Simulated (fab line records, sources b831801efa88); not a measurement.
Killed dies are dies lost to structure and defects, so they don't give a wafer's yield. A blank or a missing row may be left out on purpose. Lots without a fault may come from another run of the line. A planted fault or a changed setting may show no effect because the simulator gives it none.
fab line records | flow sky130
record lots=24 wafers=72 last_day=50
route steps=708 shown METAL1@436 CAP2M@617 METAL4@635 VIA4@660 PASSIVATION@693
lots that met no fault: from a run of the same line without faults
start_h: hours from the record's first day to the start of the lot's first wafer shown | wait_h: hours since the lot's step before | " the same as in the row above | L1.1+2: a row that stands for several wafers | - no value, or no start given | * or withheld: withheld | < > ~ a bound
route shown NAME@n: a module of which the file shows steps, and the number in the route of the first | usual: mean/standard deviation of fault-free wafers | same: alike in all rows | chamber/n: place in a boat | sites: the reading at each site | _std_site: their standard deviation | _edge_site: outer sites' mean less inner sites' | radius_mm: how far each site lies from the wafer's centre | mask NAME#n: copy n | behind: the tool/chamber that last shaped the wafer | hold: why the lot was held/for how many hours/how that ended | device: the transistor (n, p or np) that didn't switch | end of line: the same wafers' tests at the end of the route | a step without rows: its recipe alone | killed: dies lost to structure and defects at the first sort, not the wafer's yield | map: a wafer's dies, x killed, . not, _ none there
set.NAME: the setting as run; set.NAME@STEP: as run at that earlier step | model.NAME: the simulator's own value behind a step, which no gauge read
steps of the route over a sample of lots; a table a step, a row a wafer
services: from which hour (start_h, from the record's first day; less than 0 if before it) a tool's chamber was out of use, for how many hours, and why
## steps
# step SKY_METAL1_SPUTTER_02
# recipe material=AlCu target_thk_nm=250 power_w=10600 time_s=13.3 chamber_pressure_pa=0.4
# usual throttle_valve_pct=30.1/1.2
# columns lot.wafer tool chamber start_h wait_h throttle_valve_pct
L074.1 pvd_sputter-04 - 703.63 0.0 29.9
L074.4 " - " " 29.1
L074.6 " - " " 29.9
L075.2 pvd_sputter-02 - 740.87 0.0 31.8
L075.3 " - " " 29.4
L075.4 " - " " 28.3
L076.2 pvd_sputter-01 - 757.13 0.0 32.9
L076.3 " - " " 30.3
L076.6 " - " " 29.8
L077.1 pvd_sputter-01 - 778.48 0.0 28.7
L077.4 " - " " 33.0
L077.5 " - " " 29.6
L078.2 pvd_sputter-04 - 780.19 0.0 31.0
L078.3 " - " " 29.8
L078.6 " - " " 29.1
L079.1 pvd_sputter-02 - 785.40 0.0 31.6
L079.5 " - " " 31.6
L079.6 " - " " 29.4
L080.1 pvd_sputter-04 - 792.49 0.0 30.0
L080.3 " - " " 29.7
L080.4 " - " " 30.6
L081.2 pvd_sputter-01 - 804.12 0.0 28.6
L081.5 " - " " 30.2
L081.6 " - " " 32.8
L082.2 pvd_sputter-04 - 815.97 0.0 31.2
L082.5 " - " " 29.7
L082.6 " - " " 31.2
L083.1 pvd_sputter-04 - 822.66 0.0 30.0
L083.5 " - " " 31.1
L083.6 " - " " 29.7
L084.1 pvd_sputter-01 - 828.24 0.0 32.9
L084.3 " - " " 28.8
L084.5 " - " " 29.5
L085.1 pvd_sputter-01 - 834.61 0.0 30.2
L085.4 " - " " 29.9
L085.6 " - " " 33.0
L090.1 pvd_sputter-04 - 877.69 0.0 29.6
L090.3 " - " " 30.9
L090.6 " - " " 30.0
L087.2 pvd_sputter-01 - 877.93 0.0 29.7
L087.3 " - " " 33.0
L087.6 " - " " 33.1
L089.3 pvd_sputter-02 - 880.75 0.0 29.2
L089.4 " - " " 28.3
L089.6 " - " " 30.2
L086.1 pvd_sputter-02 - 882.55 0.0 29.7
L086.3 " - " " 28.3
L086.5 " - " " 29.1
L088.1 pvd_sputter-04 - 882.73 0.0 29.9
L088.3 " - " " 29.3
L088.5 " - " " 29.1
L091.2 pvd_sputter-01 - 884.18 0.0 29.7
L091.3 " - " " 28.6
L091.4 " - " " 30.5
L092.2 pvd_sputter-04 - 885.76 0.0 28.9
L092.3 " - " " 30.0
L092.5 " - " " 30.1
L093.1 pvd_sputter-01 - 886.13 0.0 28.5
L093.3 " - " " 30.1
L093.6 " - " " 28.5
L094.1 pvd_sputter-04 - 899.40 0.0 29.9
L094.4 " - " " 31.2
L094.6 " - " " 29.4
L095.2 pvd_sputter-04 - 920.12 0.0 29.3
L095.3 " - " " 29.5
L095.6 " - " " 30.0
L096.1 pvd_sputter-04 - 923.65 0.0 29.8
L096.5 " - " " 30.1
L096.6 " - " " 29.0
L097.1 pvd_sputter-04 - 927.11 0.0 29.8
L097.4 " - " " 30.0
L097.6 " - " " 29.7
# step SKY_METAL1_METAL_ETCH_19
# recipe target_depth_a=3600 stop_on=SiO2 over_etch_frac=0.3 time_s=78 chemistry=Cl2/BCl3 resist_sidewall_deg=88 pressure_mtorr=10 icp_w=900 bias_w=48.5 Cl2_flow_sccm=60 bcl3_flow_sccm=30
# usual drypump_motor_current_A=5.6/0.35 he_backside_leak_sccm=3.4/0.35 mfc_cl2_sccm=60.02/0.19 oes_product_au=0.853/0.0062 throttle_valve_pct=22.265/0.008
# columns lot.wafer tool chamber start_h wait_h drypump_motor_current_A he_backside_leak_sccm mfc_cl2_sccm oes_product_au rf_hours_counter_h throttle_valve_pct
L074.1 rie_metal-02 0 731.91 0.1 5.7 3.6 59.87 0.844 4 22.264
L074.4 " 0 " " 5.7 3.6 60.04 0.847 - 22.268
L074.6 " 0 " " 5.7 3.7 59.82 0.843 - 22.255
L075.2 rie_metal-03 1 767.67 0.0 5.2 3.7 60.03 0.860 14 22.266
L075.3 " 1 " " 5.2 3.5 59.96 0.852 - 22.268
L075.4 " 0 " " 6.0 3.4 60.07 0.854 - 22.280
L076.2 rie_metal-03 0 783.15 0.1 6.0 3.5 60.13 0.851 - 22.244
L076.3 " 0 " " 6.0 3.5 60.14 0.855 - 22.266
L076.6 " 0 " " 6.0 3.4 60.24 0.854 - 22.271
L077.1 rie_metal-02 1 802.36 0.0 5.1 3.3 59.96 0.863 15 22.264
L077.4 " 0 " " 5.8 3.7 60.08 0.855 - 22.260
L077.5 " 1 " " 5.1 3.5 59.90 0.853 - 22.264
L078.2 rie_metal-03 1 803.91 0.0 5.2 3.7 60.01 0.849 0 22.264
L078.3 " 0 " " 6.0 3.4 60.10 0.851 - 22.251
L078.6 " 1 " " 5.2 3.5 60.22 0.857 - 22.258
L079.1 rie_metal-04 1 808.61 0.0 5.6 3.3 60.15 0.848 4 22.260
L079.5 " 1 " " 5.5 3.3 60.15 0.839 - 22.277
L079.6 " 0 " " 6.0 3.1 59.99 0.857 - 22.254
L080.1 rie_metal-02 0 815.97 0.0 5.7 3.7 60.19 0.854 7 22.276
L080.3 " 0 " " 5.7 3.6 59.99 0.846 - 22.262
L080.4 " 1 " " 5.1 3.4 59.87 0.859 - 22.260
L081.2 rie_metal-04 1 830.51 0.0 5.5 3.0 59.97 0.846 4 22.262
L081.5 " 0 " " 6.0 3.1 59.76 0.850 - 22.257
L081.6 " 1 " " 5.5 2.9 60.08 0.856 - 22.270
L082.2 rie_metal-02 0 843.03 0.1 5.8 3.7 59.91 0.858 - 22.263
L082.5 " 0 " " 5.7 3.7 59.87 0.844 - 22.262
L082.6 " 0 " " 5.7 3.5 59.87 0.854 - 22.265
L083.1 rie_metal-04 0 850.07 0.0 6.0 3.3 60.49 0.855 11 22.247
L083.5 " 0 " " 6.0 3.1 60.02 0.855 - 22.257
L083.6 " 1 " " 5.5 3.0 60.04 0.860 - 22.266
L084.1 rie_metal-02 1 855.22 0.0 5.1 3.6 59.84 0.854 0 22.264
L084.3 " 0 " " 5.7 3.7 60.24 0.867 - 22.268
L084.5 " 1 " " 5.1 3.5 60.01 0.851 - 22.274
L085.1 rie_metal-04 0 860.12 0.0 6.0 3.3 60.04 0.855 12 22.262
L085.4 " 1 " " 5.5 3.0 59.90 0.841 - 22.266
L085.6 " 0 " " 6.0 3.1 60.41 0.853 - 22.276
L090.1 rie_metal-02 1 901.26 0.0 5.1 3.2 59.97 0.860 2 22.282
L090.3 " 1 " " 5.1 3.3 59.90 0.857 - 22.265
L090.6 " 1 " " 5.1 3.4 59.88 0.856 - 22.283
L087.2 rie_metal-04 0 902.51 0.0 6.1 3.0 60.34 0.859 14 22.258
L087.3 " 1 " " 5.5 3.0 60.16 0.861 - 22.266
L087.6 " 0 " " 6.0 3.0 60.20 0.863 - 22.265
L089.3 rie_metal-04 1 905.10 0.1 5.5 3.2 59.85 0.857 - 22.274
L089.4 " 0 " " 6.0 2.9 60.12 0.847 - 22.262
L089.6 " 0 " " 6.1 3.2 59.99 0.855 - 22.271
L086.1 rie_metal-03 1 909.22 0.0 5.1 3.6 59.86 0.851 4 22.264
L086.3 " 0 " " 6.0 3.3 59.92 0.853 - 22.263
L086.5 " 0 " " 6.0 3.4 60.02 0.855 - 22.263
L088.1 rie_metal-02 0 909.66 0.0 5.8 3.6 60.13 0.861 12 22.260
L088.3 " 0 " " 5.8 3.6 60.04 0.853 - 22.260
L088.5 " 1 " " 5.1 3.3 60.00 0.841 - 22.265
L091.2 rie_metal-03 0 910.36 0.0 6.1 3.4 60.09 0.853 7 22.273
L091.3 " 1 " " 5.2 3.5 60.14 0.868 - 22.269
L091.4 " 0 " " 6.1 3.5 59.77 0.857 - 22.262
L092.2 rie_metal-03 0 911.32 0.0 6.0 3.4 60.13 0.848 7 22.272
L092.3 " 0 " " 6.0 3.4 60.29 0.857 - 22.267
L092.5 " 1 " " 5.2 3.4 60.05 0.850 - 22.261
L093.1 rie_metal-04 0 911.67 0.0 6.0 3.0 60.07 0.864 14 22.290
L093.3 " 1 " " 5.5 2.7 60.36 0.860 - 22.276
L093.6 " 1 " " 5.5 2.9 60.30 0.864 - 22.254
L094.1 rie_metal-02 0 926.81 0.0 5.8 3.6 60.30 0.847 13 22.255
L094.4 " 0 " " 5.8 3.7 60.03 0.843 - 22.255
L094.6 " 1 " " 5.1 3.2 60.00 0.845 - 22.271
L095.2 rie_metal-04 1 946.01 0.0 5.6 3.1 59.77 0.856 10 22.259
L095.3 " 0 " " 6.0 3.3 60.23 0.858 - 22.258
L095.6 " 1 " " 5.5 3.1 59.87 0.850 - 22.266
L096.1 rie_metal-02 1 949.37 0.0 5.1 3.4 60.20 0.854 5 22.276
L096.5 " 1 " " 5.1 3.3 60.10 0.845 - 22.241
L096.6 " 0 " " 5.8 3.6 59.76 0.850 - 22.279
L097.1 rie_metal-03 1 952.41 0.0 5.1 3.4 60.15 0.855 6 22.263
L097.4 " 1 " " 5.2 3.4 60.13 0.851 - 22.258
L097.6 " 0 " " 6.0 3.4 60.24 0.851 - 22.276
# step SKY_CAP2M_STRIP_14
# recipe chemistry=O2/N2 power_w=1400 pressure_mtorr=1500 platen_temp_c=withheld o2_flow_sccm=3000 n2_flow_sccm=300 overash_fraction=0.5
# usual drypump_motor_current_A=5.6/0.46 oes_product_au=0.710/0.0046 strip_time_to_endpoint_s=12.67/0.04
# columns lot.wafer tool chamber start_h wait_h drypump_motor_current_A oes_product_au rf_hours_counter_h strip_time_to_endpoint_s
L074.1 plasma_asher-04 1 924.13 0.1 5.0 0.711 48 12.68
L074.4 " 1 " " 5.0 0.710 - 12.66
L074.6 " 0 " " 6.3 0.709 - 12.68
L075.2 plasma_asher-03 0 950.47 0.1 5.8 0.713 80 12.65
L075.3 " 0 " " 5.8 0.713 - 12.68
L075.4 " 1 " " 5.3 0.714 - 12.69
L076.2 plasma_asher-04 0 970.72 0.1 6.3 0.699 52 12.64
L076.3 " 1 " " 5.1 0.717 - 12.67
L076.6 " 0 " " 6.3 0.712 - 12.67
L077.1 plasma_asher-04 0 988.52 0.1 6.3 0.711 54 12.61
L077.4 " 1 " " 5.1 0.711 - 12.60
L077.5 " 0 " " 6.3 0.703 - 12.62
L078.2 plasma_asher-01 1 990.65 0.1 5.9 0.711 25 12.67
L078.3 " 0 " " 5.4 0.706 - 12.64
L078.6 " 0 " " 5.4 0.707 - 12.62
L079.1 plasma_asher-01 1 995.57 0.1 5.9 0.716 26 12.57
L079.5 " 1 " " 5.9 0.707 - 12.63
L079.6 " 0 " " 5.4 0.710 - 12.64
L080.1 plasma_asher-04 1 999.67 0.1 5.0 0.715 55 12.68
L080.3 " 0 " " 6.3 0.717 - 12.66
L080.4 " 1 " " 5.1 0.707 - 12.65
L081.2 plasma_asher-01 0 1015.64 0.1 5.4 0.713 28 12.61
L081.5 " 1 " " 5.9 0.710 - 12.67
L081.6 " 0 " " 5.4 0.700 - 12.63
L082.2 plasma_asher-04 0 1027.36 0.1 6.3 0.709 59 12.71
L082.5 " 1 " " 5.1 0.711 - 12.77
L082.6 " 0 " " 6.3 0.717 - 12.73
L083.1 plasma_asher-01 0 1031.22 0.1 5.4 0.714 29 12.70
L083.5 " 0 " " 5.4 0.713 - 12.67
L083.6 " 1 " " 5.9 0.704 - 12.65
L084.1 plasma_asher-03 0 1037.82 0.1 5.7 0.714 88 12.64
L084.3 " 1 " " 5.3 0.705 - 12.64
L084.5 " 0 " " 5.7 0.703 - 12.63
L085.1 plasma_asher-03 0 1041.22 0.1 5.8 0.711 88 12.67
L085.4 " 0 " " 5.7 0.712 - 12.67
L085.6 " 0 " " 5.7 0.711 - 12.74
L087.2 plasma_asher-03 1 1077.42 0.1 5.3 0.706 92 12.73
L087.3 " 0 " " 5.7 0.710 - 12.66
L087.6 " 1 " " 5.3 0.705 - 12.73
L090.1 plasma_asher-04 1 1078.67 0.1 5.1 0.713 64 12.69
L090.3 " 0 " " 6.3 0.711 - 12.74
L090.6 " 1 " " 5.1 0.719 - 12.66
L089.3 plasma_asher-03 0 1079.52 0.1 5.8 0.708 - 12.65
L089.4 " 1 " " 5.3 0.713 - 12.61
L089.6 " 1 " " 5.3 0.721 - 12.62
L086.1 plasma_asher-01 0 1081.50 0.1 5.4 0.702 34 12.67
L086.3 " 0 " " 5.4 0.713 - 12.69
L086.5 " 0 " " 5.4 0.713 - 12.70
L088.1 plasma_asher-04 0 1081.69 0.1 6.3 0.704 64 12.60
L088.3 " 0 " " 6.3 0.714 - 12.63
L088.5 " 1 " " 5.1 0.710 - 12.61
L091.2 plasma_asher-01 0 1082.90 0.1 5.4 0.708 34 12.65
L091.3 " 1 " " 5.9 0.721 - 12.63
L091.4 " 0 " " 5.4 0.705 - 12.69
L092.2 plasma_asher-04 0 1083.17 0.1 6.3 0.702 64 12.70
L092.3 " 0 " " 6.3 0.704 - 12.75
L092.5 " 1 " " 5.0 0.707 - 12.66
L093.1 plasma_asher-04 1 1084.27 0.1 5.1 0.712 64 12.69
L093.3 " 1 " " 5.1 0.719 - 12.69
L093.6 " 1 " " 5.1 0.705 - 12.72
L094.1 plasma_asher-04 0 1097.47 0.1 6.3 0.710 66 12.67
L094.4 " 0 " " 6.3 0.712 - 12.67
L094.6 " 1 " " 5.1 0.716 - 12.72
L095.2 plasma_asher-01 1 1112.12 0.1 5.9 0.716 36 12.76
L095.3 " 1 " " 5.9 0.717 - 12.71
L095.6 " 0 " " 5.4 0.710 - 12.68
L096.1 plasma_asher-03 0 1114.04 0.1 5.8 0.712 96 12.64
L096.5 " 0 " " 5.7 0.713 - 12.67
L096.6 " 1 " " 5.3 0.703 - 12.65
L097.1 plasma_asher-04 1 1118.67 0.1 5.1 0.709 68 12.73
L097.4 " 0 " " 6.3 0.712 - 12.69
L097.6 " 0 " " 6.3 0.712 - 12.69
# step SKY_METAL4_STRIP_19
# recipe chemistry=O2/N2 power_w=1400 pressure_mtorr=1500 platen_temp_c=withheld o2_flow_sccm=3000 n2_flow_sccm=300 overash_fraction=0.5
# usual drypump_motor_current_A=5.8/0.51 oes_product_au=0.501/0.0059 strip_time_to_endpoint_s=6.54/0.074
# columns lot.wafer tool chamber start_h wait_h drypump_motor_current_A oes_product_au rf_hours_counter_h strip_time_to_endpoint_s
L074.1 plasma_asher-03 0 949.94 0.1 5.7 0.496 80 6.54
L074.4 " 1 " " 5.3 0.508 - 6.59
L074.6 " 1 " " 5.3 0.492 - 6.57
L075.2 plasma_asher-04 0 975.79 0.1 6.3 0.496 53 6.53
L075.3 " 0 " " 6.3 0.506 - 6.53
L075.4 " 1 " " 5.1 0.497 - 6.46
L076.2 plasma_asher-02 0 995.95 0.1 6.4 0.504 117 6.56
L076.3 " 1 " " 6.3 0.498 - 6.52
L076.6 " 1 " " 6.3 0.504 - 6.58
L077.1 plasma_asher-02 0 1013.45 0.1 6.4 0.494 119 6.47
L077.4 " 1 " " 6.3 0.503 - 6.48
L077.5 " 0 " " 6.4 0.502 - 6.48
L078.2 plasma_asher-03 0 1014.40 0.1 5.8 0.505 86 6.51
L078.3 " 0 " " 5.7 0.494 - 6.53
L078.6 " 1 " " 5.3 0.501 - 6.59
L079.1 plasma_asher-04 0 1020.09 0.1 6.3 0.503 57 6.65
L079.5 " 1 " " 5.1 0.510 - 6.63
L079.6 " 0 " " 6.3 0.499 - 6.66
L080.1 plasma_asher-02 0 1024.74 0.1 6.4 0.495 120 6.48
L080.3 " 1 " " 6.3 0.500 - 6.52
L080.4 " 0 " " 6.4 0.498 - 6.53
L081.2 plasma_asher-03 0 1040.29 0.1 5.7 0.500 88 6.55
L081.5 " 0 " " 5.7 0.502 - 6.55
L081.6 " 1 " " 5.3 0.497 - 6.54
L082.2 plasma_asher-02 0 1050.87 0.2 6.4 0.495 122 6.45
L082.5 " 1 " " 6.3 0.495 - 6.44
L082.6 " 0 " " 6.4 0.504 - 6.51
L083.1 plasma_asher-04 0 1053.63 0.3 6.3 0.501 62 6.58
L083.5 " 0 " " 6.3 0.498 - 6.53
L083.6 " 1 " " 5.0 0.507 - 6.53
L084.1 plasma_asher-03 0 1061.27 0.1 5.7 0.505 90 6.61
L084.3 " 1 " " 5.3 0.508 - 6.60
L084.5 " 1 " " 5.3 0.508 - 6.54
L085.1 plasma_asher-03 1 1064.68 0.3 5.3 0.498 91 6.64
L085.4 " 0 " " 5.7 0.499 - 6.59
L085.6 " 0 " " 5.7 0.504 - 6.58
L087.2 plasma_asher-03 0 1099.30 0.1 5.8 0.503 94 6.40
L087.3 " 0 " " 5.7 0.495 - 6.41
L087.6 " 0 " " 5.7 0.490 - 6.46
L090.1 plasma_asher-04 1 1100.19 0.1 5.0 0.495 66 6.57
L090.3 " 1 " " 5.0 0.504 - 6.60
L090.6 " 0 " " 6.3 0.501 - 6.56
L089.3 plasma_asher-04 0 1100.99 0.1 6.3 0.497 - 6.46
L089.4 " 1 " " 5.0 0.487 - 6.37
L089.6 " 1 " " 5.0 0.497 - 6.40
L086.1 plasma_asher-02 0 1102.85 0.1 6.4 0.509 4 6.62
L086.3 " 1 " " 6.3 0.509 - 6.60
L086.5 " 1 " " 6.3 0.500 - 6.53
L088.1 plasma_asher-02 0 1103.20 0.1 6.4 0.496 4 6.53
L088.3 " 1 " " 6.3 0.503 - 6.52
L088.5 " 0 " " 6.4 0.505 - 6.56
L091.2 plasma_asher-04 0 1104.31 0.1 6.3 0.502 66 6.65
L091.3 " 1 " " 5.0 0.495 - 6.57
L091.4 " 0 " " 6.3 0.510 - 6.58
L092.2 plasma_asher-03 1 1104.66 0.1 5.3 0.494 95 6.34
L092.3 " 0 " " 5.8 0.497 - 6.35
L092.5 " 1 " " 5.3 0.489 - 6.34
L093.1 plasma_asher-02 1 1105.60 0.1 6.3 0.510 4 6.52
L093.3 " 0 " " 6.4 0.497 - 6.59
L093.6 " 0 " " 6.4 0.509 - 6.63
L094.1 plasma_asher-03 0 1117.91 0.1 5.7 0.506 96 6.60
L094.4 " 1 " " 5.3 0.503 - 6.56
L094.6 " 0 " " 5.7 0.509 - 6.70
L095.2 plasma_asher-02 0 1131.59 0.1 6.4 0.503 7 6.59
L095.3 " 1 " " 6.3 0.504 - 6.62
L095.6 " 0 " " 6.4 0.510 - 6.61
L096.1 plasma_asher-03 0 1134.04 0.1 5.7 0.513 98 6.54
L096.5 " 1 " " 5.3 0.504 - 6.49
L096.6 " 0 " " 5.8 0.501 - 6.49
L097.1 plasma_asher-04 1 1138.10 0.1 5.1 0.495 70 6.54
L097.4 " 1 " " 5.0 0.498 - 6.56
L097.6 " 0 " " 6.3 0.511 - 6.58
# step SKY_VIA4_CMP_21
# recipe stop_on=SiO2 t_overpolish_s=25 down_force_psi=3.5 platen_rpm=60 target_thk_nm=0 pad_velocity_m_s=0.94248
# usual motor_current_A=11.0/0.98 overpolish_run_s=24.999/0.0095 time_to_endpoint_s=124/4.8
# columns lot.wafer tool chamber start_h wait_h motor_current_A overpolish_run_s time_to_endpoint_s
L074.4 cmp-02 0 976.67 0.0 11.7 24.998 119
L074.1 " 1 " " 9.8 24.998 122
L074.6 " 0 " " 11.0 24.980 124
L075.4 cmp-02 0 1001.45 0.0 11.2 24.984 120
L075.2 " 1 " " 9.8 24.986 120
L075.3 " 2 " " 13.0 25.006 122
L076.2 cmp-02 0 1021.70 0.1 11.6 25.000 115
L076.3 " 1 " " 10.2 25.005 118
L076.6 " 3 " " 11.3 25.006 121
L077.1 cmp-01 1 1039.16 0.1 10.6 24.990 126
L077.4 " 0 " " 9.3 24.981 121
L077.5 " 1 " " 11.0 25.019 121
L078.3 cmp-02 2 1039.89 0.2 12.2 24.996 117
L078.2 " 0 " " 11.0 25.001 121
L078.6 " 1 " " 9.8 24.999 123
L079.1 cmp-02 3 1044.84 0.1 11.5 24.994 124
L079.5 " 1 " " 9.9 25.001 124
L079.6 " 2 " " 12.5 25.002 121
L080.1 cmp-02 1 1049.05 0.1 9.7 25.003 126
L080.3 " 2 " " 12.6 24.988 122
L080.4 " 3 " " 11.2 24.977 125
L081.2 cmp-01 2 1064.60 0.1 11.1 24.990 126
L081.6 " 1 " " 11.0 25.007 128
L081.5 " 2 " " 11.9 24.989 126
L082.2 cmp-01 3 1074.75 0.1 11.5 25.013 119
L082.6 " 1 " " 11.5 24.989 125
L082.5 " 2 " " 11.5 25.012 123
L083.1 cmp-01 2 1077.75 0.1 12.2 25.001 122
L083.5 " 1 " " 11.3 24.977 123
L083.6 " 2 " " 10.7 24.991 117
L084.3 cmp-01 2 1083.71 0.0 10.7 25.013 123
L084.1 " 3 " " 11.1 24.993 119
L084.5 " 3 " " 11.3 24.997 121
L085.1 cmp-02 1 1087.01 0.1 9.4 24.981 120
L085.4 " 3 " " 11.5 24.996 121
L085.6 " 1 " " 9.9 25.006 118
L087.2 cmp-02 2 1120.96 0.1 12.2 25.005 122
L087.3 " 3 " " 12.0 24.983 121
L087.6 " 1 " " 9.9 24.992 122
L090.3 cmp-02 2 1122.27 0.1 12.0 24.994 120
L090.1 " 3 " " 12.1 25.013 124
L090.6 " 2 " " 12.5 25.010 123
L089.4 cmp-01 2 1123.59 0.0 11.5 24.998 134
L089.3 " 3 " " 11.5 24.979 131
L089.6 " 2 " " 11.1 25.001 136
L086.1 cmp-01 0 1124.25 0.1 9.8 24.981 126
L086.3 " 1 " " 10.6 25.006 129
L086.5 " 0 " " 9.3 24.994 129
L088.1 cmp-01 3 1125.14 0.1 11.8 24.995 121
L088.3 " 0 " " 10.2 24.995 121
L088.5 " 3 " " 10.9 24.989 123
L091.4 cmp-01 2 1125.50 0.1 10.9 25.008 128
L091.2 " 3 " " 11.6 25.001 129
L091.3 " 0 " " 9.4 24.996 131
L092.2 cmp-02 1 1126.17 0.0 10.1 25.012 120
L092.3 " 3 " " 11.6 25.007 122
L092.5 " 1 " " 10.4 25.003 121
L093.3 cmp-01 2 1126.91 0.1 11.5 24.991 136
L093.1 " 3 " " 11.3 25.000 134
L093.6 " 2 " " 11.7 24.995 131
L094.1 cmp-01 3 1138.24 0.1 11.7 25.010 131
L094.4 " 1 " " 11.3 24.998 133
L094.6 " 3 " " 11.6 24.999 131
L095.2 cmp-01 1 1152.96 0.1 11.9 25.006 126
L095.3 " 2 " " 11.2 25.004 124
L095.6 " 1 " " 10.6 25.019 126
L096.1 cmp-02 0 1154.49 0.1 11.6 24.996 119
L096.5 " 2 " " 12.6 24.997 121
L096.6 " 3 " " 11.2 25.001 116
L097.4 cmp-01 0 1158.00 0.1 9.4 24.996 128
L097.1 " 2 " " 12.0 25.004 132
L097.6 " 0 " " 9.3 24.998 130
# step SKY_PASSIVATION_STRIP_12
# recipe chemistry=O2/N2 power_w=1400 pressure_mtorr=1500 platen_temp_c=withheld overash_fraction=0.7 o2_flow_sccm=3000 n2_flow_sccm=300
# usual drypump_motor_current_A=5.6/0.41 oes_product_au=0.660/0.005 strip_time_to_endpoint_s=31.52/0.11
# columns lot.wafer tool chamber start_h wait_h drypump_motor_current_A oes_product_au rf_hours_counter_h strip_time_to_endpoint_s
L074.1 plasma_asher-04 0 1026.18 0.1 6.3 0.656 59 31.43
L074.4 " 0 " " 6.3 0.663 - 31.49
L074.6 " 1 " " 5.1 0.656 - 31.40
L075.2 plasma_asher-03 1 1048.08 0.1 5.3 0.658 89 31.38
L075.3 " 1 " " 5.3 0.660 - 31.55
L075.4 " 0 " " 5.7 0.668 - 31.35
L076.2 plasma_asher-04 1 1067.86 0.1 5.0 0.666 63 31.53
L076.3 " 0 " " 6.3 0.658 - 31.59
L076.6 " 0 " " 6.3 0.657 - 31.47
L077.1 plasma_asher-03 1 1083.13 0.1 5.3 0.672 93 31.55
L077.4 " 0 " " 5.7 0.660 - 31.49
L077.5 " 1 " " 5.3 0.651 - 31.49
L078.2 plasma_asher-03 1 1084.08 0.1 5.3 0.669 93 31.73
L078.3 " 1 " " 5.3 0.655 - 31.77
L078.6 " 1 " " 5.3 0.665 - 31.76
L079.1 plasma_asher-03 0 1087.61 0.1 5.7 0.663 93 31.51
L079.5 " 0 " " 5.7 0.672 - 31.74
L079.6 " 1 " " 5.3 0.663 - 31.58
L080.1 plasma_asher-03 0 1092.46 0.1 5.7 0.659 94 31.50
L080.3 " 0 " " 5.8 0.657 - 31.64
L080.4 " 1 " " 5.3 0.658 - 31.54
L081.2 plasma_asher-03 0 1107.26 0.1 5.7 0.665 95 31.58
L081.5 " 0 " " 5.7 0.662 - 31.58
L081.6 " 1 " " 5.3 0.663 - 31.66
L082.2 plasma_asher-04 1 1115.81 0.1 5.1 0.660 68 31.51
L082.5 " 1 " " 5.1 0.656 - 31.48
L082.6 " 0 " " 6.3 0.664 - 31.55
L083.1 plasma_asher-04 1 1119.31 0.1 5.1 0.661 68 31.37
L083.5 " 1 " " 5.0 0.668 - 31.31
L083.6 " 0 " " 6.3 0.661 - 31.49
L084.1 plasma_asher-01 1 1125.28 0.1 5.9 0.652 37 31.45
L084.3 " 1 " " 5.9 0.663 - 31.45
L084.5 " 0 " " 5.4 0.658 - 31.43
L085.1 plasma_asher-01 0 1128.23 0.1 5.4 0.665 38 31.33
L085.4 " 0 " " 5.4 0.661 - 31.45
L085.6 " 0 " " 5.4 0.662 - 31.31
L087.2 plasma_asher-01 1 1157.38 0.1 5.9 0.649 40 31.55
L087.3 " 0 " " 5.4 0.664 - 31.53
L087.6 " 1 " " 5.9 0.664 - 31.52
L090.1 plasma_asher-04 0 1160.31 0.1 6.3 0.664 72 31.47
L090.3 " 1 " " 5.1 0.665 - 31.45
L090.6 " 1 " " 5.1 0.658 - 31.39
L089.3 plasma_asher-03 0 1161.95 0.1 5.7 0.651 - 31.36
L089.4 " 1 " " 5.3 0.656 - 31.46
L089.6 " 1 " " 5.3 0.661 - 31.36
L086.1 plasma_asher-03 1 1163.06 0.1 5.3 0.659 101 31.52
L086.3 " 1 " " 5.3 0.660 - 31.64
L086.5 " 1 " " 5.3 0.649 - 31.54
L088.1 plasma_asher-01 1 1163.71 0.1 5.9 0.657 41 31.63
L088.3 " 1 " " 5.9 0.659 - 31.56
L088.5 " 1 " " 5.9 0.658 - 31.55
L091.2 plasma_asher-04 0 1164.76 0.1 6.3 0.660 72 31.49
L091.3 " 1 " " 5.1 0.667 - 31.51
L091.4 " 0 " " 6.3 0.659 - 31.46
L092.2 plasma_asher-01 0 1165.18 0.1 5.4 0.661 41 31.66
L092.3 " 1 " " 5.9 0.669 - 31.44
L092.5 " 0 " " 5.4 0.663 - 31.61
L093.1 plasma_asher-04 0 1165.53 0.1 6.3 0.666 72 31.58
L093.3 " 0 " " 6.3 0.662 - 31.70
L093.6 " 0 " " 6.3 0.660 - 31.63
L094.1 plasma_asher-03 0 1176.16 0.1 5.8 0.656 102 31.62
L094.4 " 0 " " 5.8 0.661 - 31.60
L094.6 " 1 " " 5.3 0.663 - 31.51
L095.2 plasma_asher-01 0 1190.36 0.1 5.4 0.662 44 31.55
L095.3 " 1 " " 5.9 0.660 - 31.50
L095.6 " 1 " " 5.9 0.663 - 31.47
L096.1 plasma_asher-03 0 1191.56 0.1 5.7 0.652 104 31.74
L096.5 " 1 " " 5.3 0.661 - 31.73
L096.6 " 0 " " 5.7 0.669 - 31.64
L097.1 plasma_asher-04 0 1193.63 0.1 6.3 0.659 75 31.36
L097.4 " 0 " " 6.3 0.667 - 31.54
L097.6 " 0 " " 6.3 0.664 - 31.44
## services
# columns tool chamber start_h hours kind
pvd_sputter-04 - 732.44 9.8 repair
plasma_asher-01 - 733.75 9.0 pm
cmp-01 - 744.16 4.0 pm
pvd_sputter-04 - 758.12 4.4 repair
pvd_sputter-04 - 762.76 1.7 repair
cmp-01 - 807.91 5.2 repair
plasma_asher-04 - 835.60 14.6 pm
plasma_asher-01 - 874.03 6.4 pm
plasma_asher-03 - 886.89 0.4 repair
plasma_asher-04 - 916.72 0.7 repair
pvd_sputter-04 - 945.82 4.4 repair
plasma_asher-03 - 955.51 2.8 repair
cmp-01 - 957.95 0.8 repair
pvd_sputter-04 - 962.53 1.0 repair
cmp-01 - 1007.05 5.3 pm
plasma_asher-03 - 1011.45 2.4 repair
plasma_asher-01 - 1022.95 4.7 repair
plasma_asher-03 - 1023.21 4.3 pm
plasma_asher-01 - 1047.35 2.8 pm
cmp-01 - 1084.31 4.0 pm
cmp-01 - 1096.70 1.3 repair
plasma_asher-01 - 1101.67 8.0 repair
cmp-01 - 1129.23 1.1 repair
cmp-01 - 1150.36 0.5 repair
## key
fault none
